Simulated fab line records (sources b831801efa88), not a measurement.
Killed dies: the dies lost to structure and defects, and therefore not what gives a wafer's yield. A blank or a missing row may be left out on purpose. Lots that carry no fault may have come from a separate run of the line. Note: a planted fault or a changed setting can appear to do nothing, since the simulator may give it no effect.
Which of the tools did it? || flow gf180mcu || 42 wafers from 14 lots sampled at 5 of the route's 602 steps

== WHAT EACH GAUGE READ, for each wafer ==
GF_HV_LDD_TW_MEAS_11. Usual: HV_LDD_TW gives 2422 (standard deviation 11).
{"lot": "L567", "measured": "day 10 14:18", "on": "filmMetro-04", "HV_LDD_TW": "2439 2444 2434", "flag": ""}
{"lot": "L568", "measured": "day 10 19:18", "on": "filmMetro-02", "HV_LDD_TW": "2439 2420 2428", "flag": ""}
{"lot": "L569", "measured": "day 11 03:04", "on": "filmMetro-02", "HV_LDD_TW": "2411 2432 2414", "flag": ""}
{"lot": "L570", "measured": "day 11 15:39", "on": "filmMetro-03", "HV_LDD_TW": "2431 2414 2422", "flag": ""}
{"lot": "L573", "measured": "day 12 13:02", "on": "filmMetro-04", "HV_LDD_TW": "2416 2433 2423", "flag": ""}
{"lot": "L574", "measured": "day 12 18:29", "on": "filmMetro-02", "HV_LDD_TW": "2870 2863 2873", "flag": "OFF"}
{"lot": "L575", "measured": "day 13 08:59", "on": "filmMetro-02", "HV_LDD_TW": "2866 2869 2859", "flag": "OFF"}
{"lot": "L577", "measured": "day 13 15:16", "on": "filmMetro-03", "HV_LDD_TW": "2406 2422 2403", "flag": ""}
{"lot": "L583", "measured": "day 15 11:00", "on": "filmMetro-03", "HV_LDD_TW": "2426 2412 2410", "flag": ""}
{"lot": "L584", "measured": "day 15 21:57", "on": "filmMetro-02", "HV_LDD_TW": "2421 2430 2433", "flag": ""}
{"lot": "L585", "measured": "day 16 07:13", "on": "filmMetro-04", "HV_LDD_TW": "2433 2424 2424", "flag": ""}
{"lot": "L586", "measured": "day 16 11:50", "on": "filmMetro-03", "HV_LDD_TW": "2410 2396 2409", "flag": ""}
{"lot": "L587", "measured": "day 16 21:48", "on": "filmMetro-02", "HV_LDD_TW": "2423 2411 2415", "flag": ""}
{"lot": "L588", "measured": "day 17 01:20", "on": "filmMetro-02", "HV_LDD_TW": "2428 2419 2414", "flag": ""}

GF_HV_LDD_RS_MEAS_53: the measuring method here is four-point-probe. Usual: HV_LDD_RS gives 418.1 ohm/sq (standard deviation 0.93).
{"lot": "L567", "measured": "day 13 00:21", "on": "filmMetro-02", "HV_LDD_RS (ohm/sq)": "418.1 416.9 416.3", "flag": ""}
{"lot": "L568", "measured": "day 13 04:31", "on": "filmMetro-04", "HV_LDD_RS (ohm/sq)": "418.6 419.2 416.9", "flag": ""}
{"lot": "L569", "measured": "day 13 14:41", "on": "filmMetro-03", "HV_LDD_RS (ohm/sq)": "416.9 417.2 416.5", "flag": ""}
{"lot": "L570", "measured": "day 14 04:48", "on": "filmMetro-02", "HV_LDD_RS (ohm/sq)": "417.4 417.5 418.5", "flag": ""}
{"lot": "L573", "measured": "day 15 03:59", "on": "filmMetro-03", "HV_LDD_RS (ohm/sq)": "419.0 419.4 419.1", "flag": ""}
{"lot": "L574", "measured": "day 15 08:14", "on": "filmMetro-03", "HV_LDD_RS (ohm/sq)": "312.2 312.3 312.3", "flag": "OFF"}
{"lot": "L575", "measured": "day 16 01:01", "on": "filmMetro-04", "HV_LDD_RS (ohm/sq)": "314.2 312.4 313.1", "flag": "OFF"}
{"lot": "L577", "measured": "day 16 08:41", "on": "filmMetro-03", "HV_LDD_RS (ohm/sq)": "416.9 417.6 418.3", "flag": ""}
{"lot": "L583", "measured": "day 18 07:59", "on": "filmMetro-02", "HV_LDD_RS (ohm/sq)": "419.2 419.1 417.6", "flag": ""}
{"lot": "L584", "measured": "day 18 20:11", "on": "filmMetro-04", "HV_LDD_RS (ohm/sq)": "418.8 417.3 418.0", "flag": ""}
{"lot": "L585", "measured": "day 19 05:41", "on": "filmMetro-04", "HV_LDD_RS (ohm/sq)": "418.3 419.2 419.4", "flag": ""}
{"lot": "L586", "measured": "day 19 11:53", "on": "filmMetro-04", "HV_LDD_RS (ohm/sq)": "416.7 417.8 417.9", "flag": ""}
{"lot": "L587", "measured": "day 19 23:20", "on": "filmMetro-03", "HV_LDD_RS (ohm/sq)": "417.5 417.2 416.6", "flag": ""}
{"lot": "L588", "measured": "day 20 01:32", "on": "filmMetro-04", "HV_LDD_RS (ohm/sq)": "419.2 418.5 419.3", "flag": ""}

GF_NSD_OVL_MEAS_08. Usual: NSD_OVL gives -0.6 nm (standard deviation 1.2).
{"lot": "L567", "measured": "day 13 23:07", "on": "overlay-02", "NSD_OVL (nm)": "-0.5 -0.9 -1.2", "flag": ""}
{"lot": "L568", "measured": "day 14 02:55", "on": "overlay-02", "NSD_OVL (nm)": "-0.4 0.4 -0.6", "flag": ""}
{"lot": "L569", "measured": "day 14 14:26", "on": "overlay-01", "NSD_OVL (nm)": "0.1 -1.3 0.2", "flag": ""}
{"lot": "L570", "measured": "day 15 05:01", "on": "overlay-01", "NSD_OVL (nm)": "-0.3 0.7 0.6", "flag": ""}
{"lot": "L573", "measured": "day 16 04:37", "on": "overlay-01", "NSD_OVL (nm)": "-1.0 1.8 0.3", "flag": ""}
{"lot": "L574", "measured": "day 16 08:53", "on": "overlay-02", "NSD_OVL (nm)": "-1.0 1.6 1.3", "flag": ""}
{"lot": "L575", "measured": "day 17 02:42", "on": "overlay-01", "NSD_OVL (nm)": "0.9 1.4 0.7", "flag": ""}
{"lot": "L577", "measured": "day 17 10:26", "on": "overlay-01", "NSD_OVL (nm)": "-0.4 0.2 -0.3", "flag": ""}
{"lot": "L583", "measured": "day 19 10:46", "on": "overlay-02", "NSD_OVL (nm)": "1.2 -0.1 -1.1", "flag": ""}
{"lot": "L584", "measured": "day 19 23:37", "on": "overlay-01", "NSD_OVL (nm)": "-1.6 -1.7 -1.7", "flag": ""}
{"lot": "L585", "measured": "day 20 08:14", "on": "overlay-01", "NSD_OVL (nm)": "-0.1 -0.9 -0.1", "flag": ""}
{"lot": "L586", "measured": "day 20 14:45", "on": "overlay-02", "NSD_OVL (nm)": "-0.2 -0.4 -0.6", "flag": ""}
{"lot": "L587", "measured": "day 21 02:26", "on": "overlay-02", "NSD_OVL (nm)": "-1.3 -0.7 -0.1", "flag": ""}
{"lot": "L588", "measured": "day 21 04:17", "on": "overlay-01", "NSD_OVL (nm)": "-2.6 -3.6 -0.6", "flag": ""}

GF_SAB_OVL_MEAS_10. Usual: SAB_OVL gives 0.9 nm (standard deviation 1.3).
{"lot": "L567", "measured": "day 15 18:25", "on": "overlay-02", "SAB_OVL (nm)": "0.2 0.5 0.7", "flag": ""}
{"lot": "L568", "measured": "day 15 22:56", "on": "overlay-01", "SAB_OVL (nm)": "0.1 1.1 1.2", "flag": ""}
{"lot": "L569", "measured": "day 16 10:47", "on": "overlay-01", "SAB_OVL (nm)": "-1.2 0.6 0.4", "flag": ""}
{"lot": "L570", "measured": "day 17 02:14", "on": "overlay-01", "SAB_OVL (nm)": "-0.2 0.3 -0.7", "flag": ""}
{"lot": "L573", "measured": "day 18 03:52", "on": "overlay-01", "SAB_OVL (nm)": "0.4 1.2 2.5", "flag": ""}
{"lot": "L574", "measured": "day 18 08:20", "on": "overlay-01", "SAB_OVL (nm)": "2.8 2.7 2.1", "flag": ""}
{"lot": "L575", "measured": "day 19 02:10", "on": "overlay-02", "SAB_OVL (nm)": "1.4 -1.1 2.0", "flag": ""}
{"lot": "L577", "measured": "day 19 11:41", "on": "overlay-02", "SAB_OVL (nm)": "0.3 4.1 3.5", "flag": ""}
{"lot": "L583", "measured": "day 21 12:31", "on": "overlay-02", "SAB_OVL (nm)": "2.0 -0.2 0.5", "flag": ""}
{"lot": "L584", "measured": "day 22 00:34", "on": "overlay-02", "SAB_OVL (nm)": "0.1 0.2 0.0", "flag": ""}
{"lot": "L585", "measured": "day 22 08:32", "on": "overlay-01", "SAB_OVL (nm)": "0.8 -0.4 1.4", "flag": ""}
{"lot": "L586", "measured": "day 22 15:33", "on": "overlay-01", "SAB_OVL (nm)": "1.2 2.4 1.6", "flag": ""}
{"lot": "L587", "measured": "day 23 01:49", "on": "overlay-01", "SAB_OVL (nm)": "2.6 1.7 1.5", "flag": ""}
{"lot": "L588", "measured": "day 23 03:35", "on": "overlay-02", "SAB_OVL (nm)": "-1.3 1.4 2.5", "flag": ""}

== WHAT TOOL EACH LOT RAN ON (gives the tool, then ch and the chambers of the sampled wafers, and finally the start) ==
{"lot": "L567", "GF_HV_LDD_IMPLANT_09": "implanter-01 ch 0, day 10 14:03"}
{"lot": "L568", "GF_HV_LDD_IMPLANT_09": "implanter-03 ch 0, day 10 19:04"}
{"lot": "L569", "GF_HV_LDD_IMPLANT_09": "implanter-03 ch 0, day 11 02:49"}
{"lot": "L570", "GF_HV_LDD_IMPLANT_09": "implanter-01 ch 0, day 11 15:25"}
{"lot": "L573", "GF_HV_LDD_IMPLANT_09": "implanter-01 ch 0, day 12 12:47"}
{"lot": "L574", "GF_HV_LDD_IMPLANT_09": "implanter-01 ch 0, day 12 17:55"}
{"lot": "L575", "GF_HV_LDD_IMPLANT_09": "implanter-04 ch 0, day 13 08:25"}
{"lot": "L577", "GF_HV_LDD_IMPLANT_09": "implanter-04 ch 0, day 13 15:01"}
{"lot": "L583", "GF_HV_LDD_IMPLANT_09": "implanter-01 ch 0, day 15 10:46"}
{"lot": "L584", "GF_HV_LDD_IMPLANT_09": "implanter-04 ch 0, day 15 21:42"}
{"lot": "L585", "GF_HV_LDD_IMPLANT_09": "implanter-04 ch 0, day 16 06:59"}
{"lot": "L586", "GF_HV_LDD_IMPLANT_09": "implanter-04 ch 0, day 16 11:37"}
{"lot": "L587", "GF_HV_LDD_IMPLANT_09": "implanter-04 ch 0, day 16 21:33"}
{"lot": "L588", "GF_HV_LDD_IMPLANT_09": "implanter-04 ch 0, day 17 01:05"}
- GF_HV_LDD_IMPLANT_09

== AS READ BY THE TOOLS THEMSELVES (means over the sampled wafers that have a number; for cases with no such wafer, the mark the record gives instead) ==
The record holds no such reading with a usual standard deviation.

== THE ANSWER, worked out from the rows above alone ==
Rule: a lot counts as off when the mean over its wafers that have a number is more than 3 standard deviations away from the usual mean. Also off: a lot with no number at a reading for which 4 or more lots have one. Where the step has rows for the other lots, those lots are counted as sound. Order of review: gauges by route order, followed by the tools' own readings, for which a lot's mean as printed above is used. The first step at which some lot is off is used, and at that step the reading that is off furthest; a lot without a number counts as furthest.
Off: L574, L575, seen at GF_HV_LDD_TW_MEAS_11 (HV_LDD_TW).
A tool fits if, at a process step before that reading, it ran every lot that is off, and no sound lot after the first of them. Not tried: the gauges at GF_HV_LDD_TW_MEAS_11; whatever is off there is also off at GF_HV_LDD_RS_MEAS_53, on other tools, and gauge error can't account for it. No candidate that was tried fits.

== WHAT THE SIMULATOR HAD PUT IN ==
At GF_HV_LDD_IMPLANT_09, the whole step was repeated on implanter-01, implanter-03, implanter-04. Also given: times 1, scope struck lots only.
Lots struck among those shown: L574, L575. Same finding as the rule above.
